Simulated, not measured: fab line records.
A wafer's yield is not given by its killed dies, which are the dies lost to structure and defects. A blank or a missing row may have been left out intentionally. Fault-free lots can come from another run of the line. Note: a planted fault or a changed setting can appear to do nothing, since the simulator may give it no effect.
fab line records + flow gf180mcu
record:
- lots: 14
- wafers: 42
- last-day: 34
route steps=602 shown DUAL_GATE@143 NSD@242 CONTACT@290
lots that met no fault: taken from a fault-free run of the same line
start-h: the number of hours between the record's first day and the start of the first shown wafer of the lot + wait-h: how many hours have passed since the lot's step before this one + " identical to the entry in the row above + L1.1+2: one row covering several wafers at once + - value missing, or start not given + * or withheld: withheld + < > ~ a bound
route shown NAME@n: NAME is a module with steps in the file, n the number in the route of the first one + usual: average and standard deviation across the fault-free wafers + same: alike in all rows + chamber/n: place in a boat + sites: readings site by site + _std_site: the values' standard deviation + _edge_site: outer sites' mean less inner sites' + radius-mm: for every site, how far away it sits from the centre of the wafer + mask NAME#n: copy n + behind: the tool/chamber that last shaped the wafer + hold: what put the lot on hold/how long, in hours/how the hold closed + device: names the non-switching transistor (n, p or np) + end of line: at the end of the route, the tests of the same wafers + a step with no rows: only its recipe + killed: at the first sort, the dies lost to defects and structure; wafer yield is something else + map: per-die view of a wafer (x killed, . not killed, _ where there is no die)
set.NAME: setting as actually run; set.NAME@STEP: the setting as run at that earlier step + model.NAME: the simulator's own value behind a step, which no gauge read
steps of the route over a sample of lots; a table a step, a row a wafer
services: when a tool's chamber went out of use (start-h, in hours from the record's first day, below 0 if earlier), for how many hours, and the reason
== steps ==
step: GF_DUAL_GATE_OXIDATION_02
recipe:
- temp-c: 900
- ambient: O2
- stabilise-s: 600
- purge-s: 300
- target-thk-a: 108.87
- ox-time-s: 1602
usual:
- ox-temp-c: 900.0/0.33
- ox-temp-c-max: 903.1/0.53
- purge-s: 300/0
| lot.wafer | tool       | chamber | start-h | wait-h | ox-temp-c | ox-temp-c-max | purge-s |
|-----------|------------|---------|---------|--------|-----------|---------------|---------|
| L642.2    | furnace-02 | 0       | 157.46  | 0.0    | 901.1     | 903.9         | 300     |
| L642.3    | "          | 0       | "       | "      | 900.5     | 903.4         | 300     |
| L642.4    | "          | 0       | "       | "      | 900.5     | 903.0         | 300     |
| L643.2    | furnace-02 | 0       | 164.65  | 0.0    | 899.6     | 903.5         | 300     |
| L643.3    | "          | 0       | "       | "      | 899.6     | 901.8         | 300     |
| L643.6    | "          | 0       | "       | "      | 899.6     | 903.1         | 300     |
| L644.2    | furnace-02 | 0       | 175.45  | 1.1    | 900.1     | 903.2         | 300     |
| L644.4    | "          | 0       | "       | "      | 900.4     | 903.4         | 300     |
| L644.5    | "          | 0       | "       | "      | 899.8     | 903.9         | 300     |
| L646.4    | furnace-02 | 0       | 185.19  | 0.0    | 900.0     | 902.6         | 300     |
| L646.5    | "          | 0       | "       | "      | 900.2     | 903.3         | 300     |
| L646.6    | "          | 0       | "       | "      | 899.9     | 903.7         | 300     |
| L650.1    | furnace-01 | 0       | 214.97  | 0.2    | 900.3     | 903.9         | 300     |
| L650.3    | "          | 0       | "       | "      | 900.2     | 903.2         | 300     |
| L650.4    | "          | 0       | "       | "      | 899.6     | 902.2         | 300     |
| L653.1    | furnace-02 | -       | 232.61  | 0.0    | -         | -             | -       |
| L653.5    | "          | -       | "       | "      | -         | -             | -       |
| L653.6    | "          | -       | "       | "      | -         | -             | -       |
| L654.1    | furnace-02 | -       | 244.59  | 1.8    | -         | -             | -       |
| L654.4    | "          | -       | "       | "      | -         | -             | -       |
| L654.6    | "          | -       | "       | "      | -         | -             | -       |
| L657.3    | furnace-02 | 0       | 260.95  | 0.0    | 899.8     | 902.9         | 300     |
| L657.4    | "          | 0       | "       | "      | 900.0     | 902.8         | 300     |
| L657.5    | "          | 0       | "       | "      | 900.1     | 903.2         | 300     |
| L658.1    | furnace-01 | 0       | 268.22  | 0.0    | 899.9     | 903.7         | 300     |
| L658.3    | "          | 0       | "       | "      | 899.8     | 904.0         | 300     |
| L658.4    | "          | 0       | "       | "      | 900.1     | 903.3         | 300     |
| L659.2    | furnace-01 | 0       | 273.93  | 0.0    | 899.7     | 902.6         | 300     |
| L659.3    | "          | 0       | "       | "      | 899.5     | 902.0         | 300     |
| L659.6    | "          | 0       | "       | "      | 899.7     | 902.9         | 300     |
| L661.2    | furnace-01 | 0       | 286.51  | 1.1    | 899.9     | 902.7         | 300     |
| L661.3    | "          | 0       | "       | "      | 900.0     | 903.2         | 300     |
| L661.5    | "          | 0       | "       | "      | 900.5     | 904.0         | 300     |
| L663.1    | furnace-02 | 0       | 302.26  | 0.0    | 900.3     | 902.9         | 300     |
| L663.3    | "          | 0       | "       | "      | 899.5     | 902.8         | 300     |
| L663.4    | "          | 0       | "       | "      | 900.3     | 903.2         | 300     |
| L664.1    | furnace-02 | 0       | 306.04  | 0.4    | 899.8     | 902.9         | 300     |
| L664.3    | "          | 0       | "       | "      | 899.9     | 903.1         | 300     |
| L664.6    | "          | 0       | "       | "      | 899.7     | 903.0         | 300     |
| L665.3    | furnace-02 | 0       | 314.90  | 0.6    | 900.1     | 903.1         | 300     |
| L665.4    | "          | 0       | "       | "      | 899.9     | 902.8         | 300     |
| L665.5    | "          | 0       | "       | "      | 900.3     | 902.7         | 300     |
step: GF_NSD_CD_MEAS_07
recipe:
- target-cd-nm: 400
usual:
- cd-nm: 399.6/2.6
| lot.wafer | tool      | chamber | start-h | wait-h | cd-nm |
|-----------|-----------|---------|---------|--------|-------|
| L642.2    | cd-sem-02 | -       | 297.01  | 0.1    | 399.6 |
| L642.3    | "         | -       | "       | "      | 398.3 |
| L642.4    | "         | -       | "       | "      | 398.5 |
| L643.2    | cd-sem-01 | -       | 303.57  | 0.1    | 393.1 |
| L643.3    | "         | -       | "       | "      | 393.0 |
| L643.6    | "         | -       | "       | "      | 394.2 |
| L644.2    | cd-sem-01 | -       | 314.96  | 0.1    | 402.7 |
| L644.4    | "         | -       | "       | "      | 402.6 |
| L644.5    | "         | -       | "       | "      | 403.5 |
| L646.4    | cd-sem-02 | -       | 331.03  | 1.2    | 398.7 |
| L646.5    | "         | -       | "       | "      | 399.2 |
| L646.6    | "         | -       | "       | "      | 400.6 |
| L650.1    | cd-sem-02 | -       | 364.60  | 0.1    | 398.8 |
| L650.3    | "         | -       | "       | "      | 397.3 |
| L650.4    | "         | -       | "       | "      | 399.3 |
| L657.3    | cd-sem-01 | -       | 420.74  | 0.1    | 401.7 |
| L657.4    | "         | -       | "       | "      | 402.2 |
| L657.5    | "         | -       | "       | "      | 401.4 |
| L658.1    | cd-sem-01 | -       | 429.84  | 0.1    | 396.7 |
| L658.3    | "         | -       | "       | "      | 397.1 |
| L658.4    | "         | -       | "       | "      | 395.7 |
| L659.2    | cd-sem-02 | -       | 434.56  | 0.1    | 401.6 |
| L659.3    | "         | -       | "       | "      | 400.5 |
| L659.6    | "         | -       | "       | "      | 398.7 |
| L661.2    | cd-sem-02 | -       | 452.27  | 0.1    | 401.3 |
| L661.3    | "         | -       | "       | "      | 395.9 |
| L661.5    | "         | -       | "       | "      | 396.0 |
| L663.1    | cd-sem-02 | -       | 467.75  | 0.2    | 399.9 |
| L663.3    | "         | -       | "       | "      | 400.9 |
| L663.4    | "         | -       | "       | "      | 402.9 |
| L664.1    | cd-sem-02 | -       | 470.94  | 0.1    | 399.2 |
| L664.3    | "         | -       | "       | "      | 398.2 |
| L664.6    | "         | -       | "       | "      | 401.0 |
| L665.3    | cd-sem-02 | -       | 484.83  | 0.2    | 405.9 |
| L665.4    | "         | -       | "       | "      | 403.4 |
| L665.5    | "         | -       | "       | "      | 404.9 |
step: GF_NSD_TW_MEAS_12
usual:
- NSD_TW: 4224/29
| lot.wafer | tool          | chamber | start-h | wait-h | NSD_TW |
|-----------|---------------|---------|---------|--------|--------|
| L642.2    | film-metro-01 | -       | 297.56  | 0.1    | 4260   |
| L642.3    | "             | -       | "       | "      | 4264   |
| L642.4    | "             | -       | "       | "      | 4272   |
| L643.2    | film-metro-02 | -       | 304.12  | 0.1    | 4169   |
| L643.3    | "             | -       | "       | "      | 4197   |
| L643.6    | "             | -       | "       | "      | 4203   |
| L644.2    | film-metro-03 | -       | 315.51  | 0.1    | 4241   |
| L644.4    | "             | -       | "       | "      | 4239   |
| L644.5    | "             | -       | "       | "      | 4254   |
| L646.4    | film-metro-01 | -       | 331.57  | 0.1    | 4240   |
| L646.5    | "             | -       | "       | "      | 4244   |
| L646.6    | "             | -       | "       | "      | 4272   |
| L650.1    | film-metro-03 | -       | 365.15  | 0.1    | 4244   |
| L650.3    | "             | -       | "       | "      | 4235   |
| L650.4    | "             | -       | "       | "      | 4241   |
| L657.3    | film-metro-02 | -       | 421.27  | 0.1    | 4192   |
| L657.4    | "             | -       | "       | "      | 4206   |
| L657.5    | "             | -       | "       | "      | 4191   |
| L658.1    | film-metro-02 | -       | 430.40  | 0.1    | 4206   |
| L658.3    | "             | -       | "       | "      | 4221   |
| L658.4    | "             | -       | "       | "      | 4226   |
| L659.2    | film-metro-03 | -       | 435.11  | 0.1    | 4221   |
| L659.3    | "             | -       | "       | "      | 4243   |
| L659.6    | "             | -       | "       | "      | 4214   |
| L661.2    | film-metro-03 | -       | 452.82  | 0.1    | 4224   |
| L661.3    | "             | -       | "       | "      | 4227   |
| L661.5    | "             | -       | "       | "      | 4204   |
| L663.1    | film-metro-01 | -       | 468.31  | 0.1    | 4222   |
| L663.3    | "             | -       | "       | "      | 4221   |
| L663.4    | "             | -       | "       | "      | 4244   |
| L664.1    | film-metro-03 | -       | 471.50  | 0.1    | 4220   |
| L664.3    | "             | -       | "       | "      | 4248   |
| L664.6    | "             | -       | "       | "      | 4213   |
| L665.3    | film-metro-02 | -       | 487.70  | 0.1    | 4216   |
| L665.4    | "             | -       | "       | "      | 4216   |
| L665.5    | "             | -       | "       | "      | 4212   |
step: GF_CONTACT_THK_MEAS_03
recipe:
- reads: SiO2_of_CONTACT_CVD_02
usual:
- CONTACT_CVD_02_THK: 862/12
| lot.wafer | tool          | chamber | start-h | wait-h | CONTACT_CVD_02_THK[nm] |
|-----------|---------------|---------|---------|--------|------------------------|
| L642.2    | film-metro-03 | -       | 338.26  | 0.0    | 866                    |
| L642.3    | "             | -       | "       | "      | 863                    |
| L642.4    | "             | -       | "       | "      | 881                    |
| L643.2    | film-metro-01 | -       | 351.09  | 0.0    | 862                    |
| L643.3    | "             | -       | "       | "      | 866                    |
| L643.6    | "             | -       | "       | "      | 877                    |
| L644.2    | film-metro-03 | -       | 360.22  | 0.0    | 865                    |
| L644.4    | "             | -       | "       | "      | 878                    |
| L644.5    | "             | -       | "       | "      | 870                    |
| L646.4    | film-metro-01 | -       | 376.31  | 0.0    | 873                    |
| L646.5    | "             | -       | "       | "      | 874                    |
| L646.6    | "             | -       | "       | "      | 884                    |
| L650.1    | film-metro-03 | -       | 409.88  | 0.0    | 865                    |
| L650.3    | "             | -       | "       | "      | 864                    |
| L650.4    | "             | -       | "       | "      | 885                    |
| L657.3    | film-metro-01 | -       | 471.00  | 0.1    | 842                    |
| L657.4    | "             | -       | "       | "      | 858                    |
| L657.5    | "             | -       | "       | "      | 865                    |
| L658.1    | film-metro-03 | -       | 479.86  | 0.0    | 845                    |
| L658.3    | "             | -       | "       | "      | 857                    |
| L658.4    | "             | -       | "       | "      | 862                    |
| L659.2    | film-metro-03 | -       | 485.52  | 0.0    | 847                    |
| L659.3    | "             | -       | "       | "      | 840                    |
| L659.6    | "             | -       | "       | "      | 834                    |
| L661.2    | film-metro-01 | -       | 503.39  | 0.0    | 860                    |
| L661.3    | "             | -       | "       | "      | 856                    |
| L661.5    | "             | -       | "       | "      | 867                    |
| L663.1    | film-metro-03 | -       | 517.75  | 0.0    | 867                    |
| L663.3    | "             | -       | "       | "      | 855                    |
| L663.4    | "             | -       | "       | "      | 883                    |
| L664.1    | film-metro-01 | -       | 521.09  | 0.0    | 854                    |
| L664.3    | "             | -       | "       | "      | 867                    |
| L664.6    | "             | -       | "       | "      | 892                    |
| L665.3    | film-metro-04 | -       | 536.07  | 0.1    | 849                    |
| L665.4    | "             | -       | "       | "      | 874                    |
| L665.5    | "             | -       | "       | "      | 863                    |
== services ==
| tool       | chamber | start-h | hours | kind   |
|------------|---------|---------|-------|--------|
| furnace-01 | -       | 173.78  | 3.0   | repair |
| furnace-01 | -       | 194.67  | 1.7   | repair |
| furnace-01 | -       | 207.56  | 2.0   | pm     |
| furnace-01 | -       | 241.73  | 3.9   | pm     |
| furnace-02 | -       | 276.54  | 3.9   | pm     |
== key ==
first-sign:
- step: GF_DUAL_GATE_OXIDATION_02
- reading: tool-record
- direction: missing
effect none on later readings
met-at GF_DUAL_GATE_OXIDATION_02
struck-lots L653,L654
later-rows-left-out L653.1,L653.5,L653.6,L654.1,L654.4,L654.6
sort-left-out L653.1,L653.5,L653.6,L654.1,L654.4,L654.6
tester-left-out L653,L654
not-acting-at GF_NSD_CD_MEAS_07,GF_NSD_TW_MEAS_12,GF_CONTACT_THK_MEAS_03
onset-between 185.19 232.61
fault:
- kind: skipped-step-whole
- tool: furnace-02
- chamber: -
- onset-h: 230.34
- steps: GF_DUAL_GATE_OXIDATION_02
- scope: struck-lots-only
tester-left-out: of these lots the tester's yield and bins aren't shown, on N5 and GAA mostly nor the transistor test; their killed dies are dies lost to structure and defects alone, not to doping, threshold or leakage, so they don't give the yield
sort-left-out: the simulated sort isn't trusted on such a fault, so these wafers' sort isn't shown, and their yield isn't known
later-rows-left-out: the simulator's readings of these wafers behind a module that went badly wrong aren't trusted and aren't shown, but for the sort
